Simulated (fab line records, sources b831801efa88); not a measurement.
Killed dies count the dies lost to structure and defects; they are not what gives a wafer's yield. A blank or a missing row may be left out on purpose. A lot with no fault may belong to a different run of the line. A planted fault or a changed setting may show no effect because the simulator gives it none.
A single fault, viewed from 2 desks + flow gf180mcu + every desk sees just its own numbers, and what lay behind them comes last

## FOR THE TOOL OWNER'S DESK: implanter-04
For each lot that ran on this tool, the mean over its sampled wafers that have a number, from the tool's own readings at GF_HV_LDD_IMPLANT_48. If a lot's mean is further than 4 standard deviations from the usual mean, the lot is out of limits and carries the mark OUT (the distance appears in the brackets).
Columns: A = doseIonsCm2 at GF_HV_LDD_IMPLANT_48, usual 3e+13; B = faradayCurrentUA at GF_HV_LDD_IMPLANT_48, usual 169
| lot  | first seen here | A                       | B                     |
|------|-----------------|-------------------------|-----------------------|
| L895 | day 13 15:28    | 3e+13                   | 170                   |
| L896 | day 13 22:16    | 3e+13                   | 169                   |
| L901 | day 15 19:58    | 1e+14 (+99 or more) OUT | 661 (+99 or more) OUT |
| L902 | day 16 04:29    | 1e+14 (+99 or more) OUT | 669 (+99 or more) OUT |
| L910 | day 18 18:05    | 3e+13                   | 170                   |
| L912 | day 19 17:25    | 3e+13                   | 170                   |
| L913 | day 20 05:01    | 3e+13                   | 168                   |
This desk finds L901, L902 out of limits, L901 being first, at day 15 19:58 (doseIonsCm2 at GF_HV_LDD_IMPLANT_48). Within limits: L895, L896, L910, L912, L913.

## METROLOGY DESK
Lot by lot, what the gauges showed, no matter which tool ran the lot: averages of those sampled wafers that carry a number. If a lot's mean is further than 4 standard deviations from the usual mean, the lot is out of limits and carries the mark OUT (the distance appears in the brackets).
Columns: A = HV_LDD_4_TW at GF_HV_LDD_TW_MEAS_50, usual 567; B = V1_BOW at GF_V1_BOW_MEAS_05, usual 82 um
| lot  | first seen here | A             | B  |
|------|-----------------|---------------|----|
| L891 | day 12 08:22    | 574           | 68 |
| L894 | day 13 03:38    | 569           | 84 |
| L895 | day 13 15:43    | 569           | 84 |
| L896 | day 13 22:30    | 569           | 83 |
| L897 | day 14 08:13    | 571           | 77 |
| L901 | day 15 20:12    | 862 (+51) OUT | 86 |
| L902 | day 16 04:44    | 860 (+50) OUT | 82 |
| L909 | day 18 03:39    | 573           | 85 |
| L910 | day 18 18:19    | 566           | 90 |
| L911 | day 19 03:37    | 571           | 76 |
| L912 | day 19 17:39    | 561           | 80 |
| L913 | day 20 05:15    | 573           | 85 |
| L914 | day 20 05:53    | 571           | 89 |
Per this desk, out of limits: L901, L902; the first was L901, day 15 20:12 (HV_LDD_4_TW at GF_HV_LDD_TW_MEAS_50). Within limits: L891, L894, L895, L896, L897, L909, L910, L911, L912, L913, L914.

## BROUGHT TOGETHER
On L901, L902, at day 15 19:58, an alarm was possible from the tool owner's desk.
Metrology desk: alarm possible at day 15 20:12 on L901, L902.
The lots listed all ran GF_HV_LDD_IMPLANT_48 on implanter-04.

## WHAT THE SIMULATOR HAD INSERTED
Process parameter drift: implanter-04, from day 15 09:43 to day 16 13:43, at GF_HV_LDD_IMPLANT_48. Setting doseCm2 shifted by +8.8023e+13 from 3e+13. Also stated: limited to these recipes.
Shown lots that were struck: L901, L902.
Counting hours from when the fault started, the first reading out of limits came at 10 for the tool owner's desk and at 10 for the metrology desk.
